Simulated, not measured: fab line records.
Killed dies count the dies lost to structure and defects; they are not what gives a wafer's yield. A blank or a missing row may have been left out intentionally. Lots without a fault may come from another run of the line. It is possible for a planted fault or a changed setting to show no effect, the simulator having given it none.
Code-filled problem report in 8D (eight disciplines) form    flow sky130    the parts of the form that need people (team, actions taken, sign-off) are left out

== 1. THE ISSUE ==
VIA2_HDPCVD_THK at SKY_VIA2_THK_MEAS_01 reads a mean of 432 nm on 1 wafer of 1 lot; wafers without a fault read 1178 nm with a standard deviation of 11. Measured from the usual mean, that is -68 standard deviations.
Earliest sighting: wafer L416.5 on film metro-01 at day 41 01:07. Wafers with a number at this step in the record: 30, from 10 lots. The rule behind "out" and "out of limits": a value lying over 4 standard deviations away from the usual mean. All remaining wafers that have a number are taken as sound.

== 2. WHAT IT IS AND WHAT IT IS NOT ==
question                     is                 is not
which readings at this step  VIA2_HDPCVD_THK    -
which lots                   L416               L402, L403, L404, L405, L406, L407, L408, L418, L424
which wafers of those lots   L416.5             L416.1, L416.3
read on which gauges         film metro-01      film metro-03, film metro-04
when                         from day 41 01:07  up to then (26 sound wafers); but 3 sound wafers of L424 came after

== 3. THE SUSPECTS, EACH WITH WHAT RULES IT OUT ==
Counting: any tool at a process step up to the reading remains a suspect provided it ran every lot that is out. Sound lots after the first of them don't rule it out here, since some wafers of a struck lot are sound.
- the gauge at SKY_VIA2_THK_MEAS_01 is ruled out. All the wafers that are out were read on film metro-01, but those of them that SKY_VIA2_ETCH_15 has rows for are out there too, on other tools.
- rie metal-04 at SKY_METAL2_DESCUM_17 (chemistry O2, time 8 s): kept. L416, the lot that is out, went through it at day 41 00:13; up to then, the latest sound lot through it was L418 at day 40 19:08.
- rie metal-04 at SKY_METAL2_ETCH_18 (etches BARC in N2/H2, stops on SiO2, time 45.9 s, target depth 60 nm): kept. L416, the lot that is out, went through it at day 41 00:14; up to then, the latest sound lot through it was L418 at day 40 19:10.
- hdpcvd-01 at SKY_VIA2_HDPCVD_00 (deposits SiO2, target thk 1180 nm, time 196.7 s): kept. L416, the lot that is out, went through it at day 41 01:00; up to then, the latest sound lot through it was L418 at day 40 20:00.
The count leaves rie metal-04 at SKY_METAL2_DESCUM_17, rie metal-04 at SKY_METAL2_ETCH_18, and hdpcvd-01 at SKY_VIA2_HDPCVD_00.

== 4. THE CAUSE (what the simulator had put in) ==
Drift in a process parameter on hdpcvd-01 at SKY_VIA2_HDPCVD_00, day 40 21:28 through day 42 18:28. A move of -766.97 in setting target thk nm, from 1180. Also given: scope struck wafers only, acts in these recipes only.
3 suspects survive the count, and this tool is in that group.

== 5. THE EFFECT CHAIN, in route order ==
Rows list readings where the struck wafers' mean (over those with a number) sits beyond 3 standard deviations from the usual. Only readings for which the record gives a usual standard deviation are gone through. hours: the time from each lot's start at the first step in this table that gives one to its start at this step, as a median over the lots. sigmas: the change in usual standard deviations.
hours  step                  reading          usual       on struck wafers  change  sigmas
0      SKY_VIA2_THK_MEAS_01  VIA2_HDPCVD_THK  1178 nm     432               -746    -68
25     SKY_VIA2_ETCH_15      oes product au   0.939 a.u.  0.882             -0.057  -12
Process steps it contains:
- SKY_VIA2_ETCH_15: etches SiO2 in C4F8/O2/Ar, stops on TiN, target depth 546 nm, time 84 s.
Later steps that measure or inspect, where all struck wafers having a row at the step show a number for every such reading and not one has moved that far: SKY_VIA2_OVL_MEAS_13.

== 6. WHAT WOULD HAVE CAUGHT IT SOONER ==
Counted from the fault's start at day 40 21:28, it took 4 hours until the first out-of-limits reading at a measuring or inspecting step in this record, taken at day 41 01:07.
An alarm limit of 4 standard deviations would not have fired on the tool readings at SKY_VIA2_HDPCVD_00 for which the record gives a usual standard deviation, since none of them was out on any struck wafer.
By day 41 01:07, every lot that is out (1) had started SKY_VIA2_HDPCVD_00 on hdpcvd-01. Tool hold at that time: it would have spared none of them.
